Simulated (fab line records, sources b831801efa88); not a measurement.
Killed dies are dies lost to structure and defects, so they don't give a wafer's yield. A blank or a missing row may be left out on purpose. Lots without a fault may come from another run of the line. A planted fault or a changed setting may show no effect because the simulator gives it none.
fab line records | flow sfq_line
record lots=6 wafers=18 last_day=83
route steps=325 shown I7@308 M8@311
lots that met no fault: from a run of the same line without faults
start_h: hours from the record's first day to the start of the lot's first wafer shown | wait_h: hours since the lot's step before | " the same as in the row above | L1.1+2: a row that stands for several wafers | - no value, or no start given | * or withheld: withheld | < > ~ a bound
route shown NAME@n: a module of which the file shows steps, and the number in the route of the first | usual: mean/standard deviation of fault-free wafers | same: alike in all rows | chamber/n: place in a boat | sites: the reading at each site | _std_site: their standard deviation | _edge_site: outer sites' mean less inner sites' | radius_mm: how far each site lies from the wafer's centre | mask NAME#n: copy n | behind: the tool/chamber that last shaped the wafer | hold: why the lot was held/for how many hours/how that ended | device: the transistor (n, p or np) that didn't switch | end of line: the same wafers' tests at the end of the route | a step without rows: its recipe alone | killed: dies lost to structure and defects at the first sort, not the wafer's yield | map: a wafer's dies, x killed, . not, _ none there
set.NAME: the setting as run; set.NAME@STEP: as run at that earlier step | model.NAME: the simulator's own value behind a step, which no gauge read
lots at some steps of the route; a table a step, a row a wafer
services: from which hour (start_h, from the record's first day; less than 0 if before it) a tool's chamber was out of use, for how many hours, and why
## steps
# step SFQ_TRILAYER_I7_VIA_ETCH_VIA_ETCH_190
# recipe target=SiO2 stop_on=Nb mask_material=PR taper_deg=20 chemistry=CHF3 target_depth_nm=260 source_w=500 bias_w=80 pressure_mtorr=30 time_s=withheld
# usual drypump_motor_current_A=5.6/0.43 oes_product_au=0.853/0.0062
# columns lot.wafer tool chamber start_h wait_h drypump_motor_current_A oes_product_au
L836.1 rie_diel-03 2 1708.38 0.0 6.1 0.857
L836.4 " 1 " " 5.6 0.854
L836.6 " 0 " " 5.2 0.845
L838.2 rie_diel-02 1 1717.98 0.0 5.7 0.847
L838.4 " 0 " " 4.8 0.853
L838.6 " 3 " " 6.2 0.848
L843.1 rie_diel-01 2 1785.31 0.0 5.3 0.860
L843.2 " 0 " " 5.5 0.847
L843.4 " 3 " " 6.2 0.849
L849.1 rie_diel-01 2 1794.91 0.0 5.3 0.855
L849.5 " 1 " " 5.4 0.847
L849.6 " 2 " " 5.3 0.859
L851.3 rie_diel-03 3 1832.45 0.0 6.1 0.851
L851.5 " 2 " " 6.1 0.845
L851.6 " 3 " " 6.2 0.845
L854.2 rie_diel-02 0 1974.41 0.0 4.8 0.844
L854.5 " 0 " " 4.8 0.855
L854.6 " 3 " " 6.2 0.849
# step SFQ_TRILAYER_I7_VIA_STRIP_STRIP_191
# recipe gas=O2 power_w=200 platen_temp_c=40 overash_fraction=0.65 chemistry=O2 pressure_mtorr=50
# usual drypump_motor_current_A=5.9/0.53 oes_product_au=0.998/0.0084
# columns lot.wafer tool chamber start_h wait_h drypump_motor_current_A oes_product_au rf_hours_counter_h
L836.1 rie_metal-02 1 1708.50 - 6.0 0.998 25
L836.4 " 1 " " 6.0 0.991 -
L836.6 " 1 " " 6.0 1.001 -
L838.2 rie_metal-01 1 1718.10 - 6.0 0.981 53
L838.4 " 0 " " 5.9 0.993 -
L838.6 " 0 " " 5.9 1.000 -
L843.1 rie_metal-01 1 1785.42 - 6.0 1.001 65
L843.2 " 0 " " 5.9 1.002 38
L843.4 " 1 " " 6.0 1.000 -
L849.1 rie_metal-01 1 1795.02 - 6.0 0.999 66
L849.5 " 0 " " 5.8 0.996 -
L849.6 " 1 " " 6.1 0.986 -
L851.3 rie_metal-02 1 1832.76 - 6.0 0.998 -
L851.5 " 1 " " 6.0 0.994 -
L851.6 " 0 " " 4.8 1.009 -
L854.2 rie_metal-03 1 1974.53 - 6.4 0.999 90
L854.5 " 0 " " 6.3 1.007 -
L854.6 " 1 " " 6.4 0.993 -
# step SFQ_TRILAYER_I7_VIA_STRIP_SOLV_CLEAN_192
# recipe chemistry=NMP temp_c=70 time_s=600
# step SFQ_TRILAYER_M8_LITHO_LOR_COAT_197
# recipe resist=lift-off spin_rpm=3000
# step SFQ_TRILAYER_M8_LITHO_LOR_BAKE_198
# recipe resist=lift-off temp_c=withheld time_s=withheld
# step SFQ_TRILAYER_M8_LITHO_COAT_193
# recipe resist=KrF spin_rpm=3000 resist_thk_nm=600
# step SFQ_TRILAYER_M8_LITHO_SOFTBAKE_199
# recipe temp_c=withheld time_s=withheld resist=KrF
# step SFQ_TRILAYER_M8_LITHO_EXPOSE_194
# recipe mask_id=M8 na=0.6 source_shape=conventional sigma_outer=0.65 target_cd_nm=2000 dose_mj=14.4
# step SFQ_TRILAYER_M8_LITHO_PEB_196
# recipe peb_temp_c=115 peb_time_s=60 resist=KrF
# step SFQ_TRILAYER_M8_LITHO_DEVELOP_195
# recipe img_clear_s=15 time_s=55 resist=KrF
# step SFQ_M8_OVL_MEAS_948
# usual M8_OVL=-1/5.3
# columns lot.wafer tool chamber start_h wait_h M8_OVL[nm]
L836.1 overlay-01 - 1820.57 0.1 0
L836.4 " - " " 1
L836.6 " - " " 1
L838.2 overlay-01 - 1827.90 0.1 -2
L838.4 " - " " -2
L838.6 " - " " -7
L843.1 overlay-02 - 1884.34 0.1 -5
L843.2 " - " " -6
L843.4 " - " " 0
L849.1 overlay-01 - 1893.94 0.1 -5
L849.5 " - " " 5
L849.6 " - " " -2
L851.3 overlay-01 - 1897.55 0.1 5
L851.5 " - " " 4
L851.6 " - " " 2
L854.2 overlay-01 - 1985.24 0.1 -8
L854.5 " - " " -9
L854.6 " - " " -10
# step SFQ_TRILAYER_M8_DEP_EVAP_197
# recipe material=Ti angular_spread_deg=1 target_thk_nm=20 time_s=100 power_w=2000
# step SFQ_TRILAYER_M8_DEP_EVAP_198
# recipe material=Pt angular_spread_deg=1 target_thk_nm=50 time_s=250 power_w=2000
# columns lot.wafer tool chamber start_h wait_h model.Pt_of_TRILAYER_M8_DEP_EVAP_198.thk_nm
L836.1+6 pvd_sputter-02 - 1820.68 0.0 50.16
L836.4 " - " " 55.49
L838.2 pvd_sputter-02 - 1828.00 0.0 50.11
L838.4 " - " " 56.48
L838.6 " - " " 50.55
L843.1 pvd_sputter-01 - 1884.45 0.0 49.99
L843.2 " - " " 49.64
L843.4 " - " " 50.06
L849.1 pvd_sputter-01 - 1894.05 0.0 50.42
L849.5 " - " " 50.09
L849.6 " - " " 50.45
L851.3 pvd_sputter-01 - 1897.65 0.0 50.69
L851.5 " - " " 49.59
L851.6 " - " " 50.37
L854.2 pvd_sputter-02 - 1985.34 0.0 50.49
L854.5 " - " " 50.44
L854.6 " - " " 50.45
# step SFQ_TRILAYER_M8_DEP_EVAP_196
# recipe material=Au angular_spread_deg=1 target_thk_nm=180 time_s=900 power_w=2000
## services
# columns tool chamber start_h hours kind
rie_diel-03 1 1695.09 6.1 repair
rie_diel-01 2 1720.35 8.9 repair
rie_metal-02 1 1725.32 24.4 repair
rie_diel-03 0 1729.15 10.9 repair
pvd_sputter-02 - 1735.94 3.0 repair
pvd_sputter-01 - 1750.34 1.9 repair
rie_diel-03 1 1757.25 1.2 repair
rie_diel-03 2 1760.52 6.8 repair
rie_diel-03 - 1770.18 1.0 repair
rie_diel-02 0 1776.13 14.3 repair
pvd_sputter-02 3 1792.11 - consumable_replace:kit
rie_diel-01 - 1798.44 0.3 repair
rie_metal-02 0 1804.22 6.1 repair
rie_metal-03 - 1809.05 0.3 repair
pvd_sputter-01 - 1816.92 1.0 repair
rie_diel-03 2 1844.03 13.2 repair
rie_metal-03 1 1859.74 12.4 repair
rie_metal-02 - 1869.04 7.5 repair
rie_metal-02 - 1876.53 2.8 pm
rie_diel-01 3 1884.65 4.0 repair
rie_diel-01 - 1905.19 2.8 pm
pvd_sputter-02 - 1915.95 2.2 repair
rie_metal-03 0 1946.27 21.8 repair
pvd_sputter-01 - 1985.35 0.7 repair
## key
first_sign none at tools or gauges
model_effect step=SFQ_TRILAYER_M8_DEP_EVAP_198 value=Pt_of_TRILAYER_M8_DEP_EVAP_198.thk_nm without=50.09 struck=55.99
met_at SFQ_TRILAYER_M8_DEP_EVAP_198
struck_wafers L836.4,L838.4
fault kind=process_parameter_drift tool=pvd_sputter-02 chamber=- onset_h=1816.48 steps=SFQ_TRILAYER_M8_DEP_EVAP_198 channel=time_s offset=* shape=step end_h=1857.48 scope=struck_wafers_only acts_in=* stated=*
